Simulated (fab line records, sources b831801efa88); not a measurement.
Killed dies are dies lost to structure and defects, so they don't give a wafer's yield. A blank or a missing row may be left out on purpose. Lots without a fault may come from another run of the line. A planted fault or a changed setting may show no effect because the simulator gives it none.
A struck lot beside a sound one | flow sky130 | 18 steps out of a route of 708
Sound: wafers L372.2, L372.3, L372.6. Struck: wafers L385.2, L385.3, L385.4. The cause comes at the end.
At each step with rows: each side's tool, then ch and its chambers, then its first start. Under that, the readings that differ: sound wafers | struck wafers | difference of the means | sigmas: that difference in standard deviations of wafers without a fault.
alike: readings whose means differ by less than 2 such deviations, and words and numbers that are the same on both sides. not compared: withheld readings, readings that some wafer has no value for, bounds like >300 that may hide the same value, and numbers for which the record gives no deviation and whose values overlap.
The two part at a step that has a row with sigmas, a row that says differs or no value, or rows on one side only. Numbers that don't overlap but have no deviation are shown without sigmas and don't part them. A reading that every wafer of one side lacks parts them only if that side has two wafers or more.

first, 3 steps without rows for these wafers: SKY_SONOS_ONO_WET_ETCH_18 (etches Si3N4 in H3PO4, target depth 15 nm, time 172 s); SKY_GATE_OXIDE_CLEAN_00 (cleans in SC1/SC2, time 150 s); SKY_GATE_OXIDE_OXIDATION_01 (stabilise 600 s, purge 300 s, target thk 10.268 nm).
SKY_GATE_OXIDE_THK_MEAS_02:
  sound on film_metro-03, day 13 08:19; struck on film_metro-02, day 17 19:32
  alike: GATE_OXIDE_OXIDATION_00_THK
then, 7 steps without rows for these wafers: SKY_GATE_OXIDE_DEHYDRATE_03 (time 60 s); SKY_GATE_OXIDE_HMDS_04 (prime time 60 s); SKY_GATE_OXIDE_COAT_05 (resist thk 1162 nm); SKY_GATE_OXIDE_SOFTBAKE_06 (time 60 s); SKY_GATE_OXIDE_EXPOSE_07 (exposes mask LVOM, target cd 600 nm); SKY_GATE_OXIDE_PEB_08; SKY_GATE_OXIDE_DEVELOP_09 (develop time 60 s).
SKY_GATE_OXIDE_OVL_MEAS_10:
  sound on overlay-01, day 14 09:39; struck on overlay-01, day 19 00:51
  reading             | sound       | struck         | difference | sigmas
  GATE_OXIDE_OVL (nm) | 3.4 2.7 4.7 | -0.9 -0.5 -0.6 | -4.3       | -3
SKY_GATE_OXIDE_IMPLANT_11:
  sound on implanter-01 ch 0, day 14 09:43; struck on implanter-04 ch 0, day 19 00:55
  reading            | sound                       | struck                        | difference | sigmas
  dose_ions_cm2      | 2.602e+12 2.598e+12 2.6e+12 | 3.726e+12 3.721e+12 3.725e+12 | +1.124e+12 | +99 or more
  faraday_current_uA | 14.6 14.6 14.4              | 20.6 20.4 20.6                | +6.0       | +19
  alike: beam_on_s
then, 1 step without rows for these wafers: SKY_GATE_OXIDE_WET_ETCH_12 (etches SiO2 in dHF, target depth 16.8 nm, time 336 s).
SKY_GATE_OXIDE_STRIP_13: strips in O2/N2.
  sound on plasma_asher-02 ch 1, day 14 09:56; struck on plasma_asher-02 ch 0,1, day 19 01:15
  alike: drypump_motor_current_A, n2_flow_sccm, oes_product_au, strip_time_to_endpoint_s
  not compared: rf_hours_counter_h
SKY_GATE_OXIDE_TW_MEAS_14:
  sound on film_metro-02, day 14 10:02; struck on film_metro-03, day 19 01:22
  reading       | sound             | struck            | difference | sigmas
  GATE_OXIDE_TW | 222.6 223.6 224.6 | 249.4 247.1 248.7 | +24.8      | +23
then, 1 step without rows for these wafers: SKY_GATE_OXIDE_CLEAN_15 (cleans in SC1/SC2, time 150 s).
-- the record jumps here: 30 days lie between the struck wafers' starts before and after (it left off in module GATE_OXIDE and takes up again in module PAD_OPEN, whose first step shown is number 708 of the route) --
SKY_PAD_OPEN_PROBE_99:
  sound on prober-02, day 46 02:25; struck on prober-01, day 49 06:41
  alike: killed_at_M0_to_M3, killed_at_M4_up, killed_at_contacts, killed_at_front_end, killed_at_other, killed_dies, killed_on_rim, killed_open, killed_short

WHERE THEY PART
First at SKY_GATE_OXIDE_OVL_MEAS_10; last, within this record, at SKY_GATE_OXIDE_TW_MEAS_14. Later steps at which nothing parts them and some readings are alike: SKY_PAD_OPEN_PROBE_99.

WHY: what the simulator had put in
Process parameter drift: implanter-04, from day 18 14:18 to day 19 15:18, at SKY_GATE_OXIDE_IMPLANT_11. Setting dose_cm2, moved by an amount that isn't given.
